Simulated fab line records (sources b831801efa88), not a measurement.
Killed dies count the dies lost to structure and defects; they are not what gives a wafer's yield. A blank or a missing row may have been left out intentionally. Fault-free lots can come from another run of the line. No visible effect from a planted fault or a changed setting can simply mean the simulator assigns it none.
A single fault, viewed from 2 desks / flow sky130 / each desk has only its own numbers; what lay behind them comes last

== THE METROLOGY DESK ==
What the gauges read, lot by lot, whatever tool the lot ran on: means of the sampled wafers that have a number. Marked OUT: a lot whose mean sits more than 4 standard deviations from the usual mean, which makes it out of limits; the brackets give that distance.
Columns: A = LOCAL_INTERCONNECT_TIN_THK at SKY_LOCAL_INTERCONNECT_THK_MEAS_02, usual 97.7 nm; B = CONTACT_HDPCVD_THK at SKY_CONTACT_THK_MEAS_03, usual 562 nm
lot=L460; first seen here=day 29 13:23; A=97.1; B=563
lot=L461; first seen here=day 29 15:08; A=97.9; B=557
lot=L467; first seen here=day 31 14:29; A=96.8; B=551
lot=L468; first seen here=day 31 23:31; A=96.6; B=570
lot=L469; first seen here=day 32 11:43; A=96.0; B=560
lot=L475; first seen here=day 34 15:58; A=97.3; B=562
lot=L477; first seen here=day 34 18:28; A=98.7; B=553
lot=L478; first seen here=day 34 20:13; A=100.1; B=561
lot=L479; first seen here=day 34 22:19; A=98.1; B=561
lot=L480; first seen here=day 35 09:25; A=98.3; B=567
lot=L481; first seen here=day 35 22:20; A=98.3; B=562
lot=L483; first seen here=day 36 11:29; A=97.7; B=563
Result from this desk: across the 12 lots, nothing is out of limits.

== AT THE TOOL OWNER'S DESK: pvd_sputter-04 ==
The tool's own readings at SKY_METAL1_SPUTTER_03 (material Ti, target thk 5 nm, time 3.3 s): means of the sampled wafers that have a number, for each lot that ran on this tool. Marked OUT: a lot whose mean sits more than 4 standard deviations from the usual mean, which makes it out of limits; the brackets give that distance.
Columns: A = cathode_dc_power_W at SKY_METAL1_SPUTTER_03, usual 3000.0 W; B = throttle_valve_pct at SKY_METAL1_SPUTTER_03, usual 29.7 %
lot=L460; first seen here=day 31 23:58; A=2999.8; B=29.2
lot=L468; first seen here=day 34 07:10; A=3239.2 (+99 or more) OUT; B=29.7
lot=L469; first seen here=day 34 20:54; A=3239.2 (+99 or more) OUT; B=30.4
lot=L483; first seen here=day 38 17:33; A=2999.7; B=29.2
This desk finds L468, L469 out of limits, L468 being first, at day 34 07:10 (cathode_dc_power_W at SKY_METAL1_SPUTTER_03). L460, L483: within limits.

== TAKEN TOGETHER ==
The tool owner's desk had the chance to raise an alarm at day 34 07:10 on L468, L469.
From the metrology desk's view, nothing was out of limits.
The metrology desk has L468, L469 on record, within its limits.
All the named lots went through SKY_METAL1_SPUTTER_03 on pvd_sputter-04.

== WHAT THE SIMULATOR HAD PUT IN ==
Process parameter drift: pvd_sputter-04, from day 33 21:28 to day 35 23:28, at SKY_METAL1_SPUTTER_03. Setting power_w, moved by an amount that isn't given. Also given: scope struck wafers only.
Lots struck among those shown: L468, L469.
Time in hours from fault onset to the first out-of-limits reading at each desk: the tool owner's desk, 10.
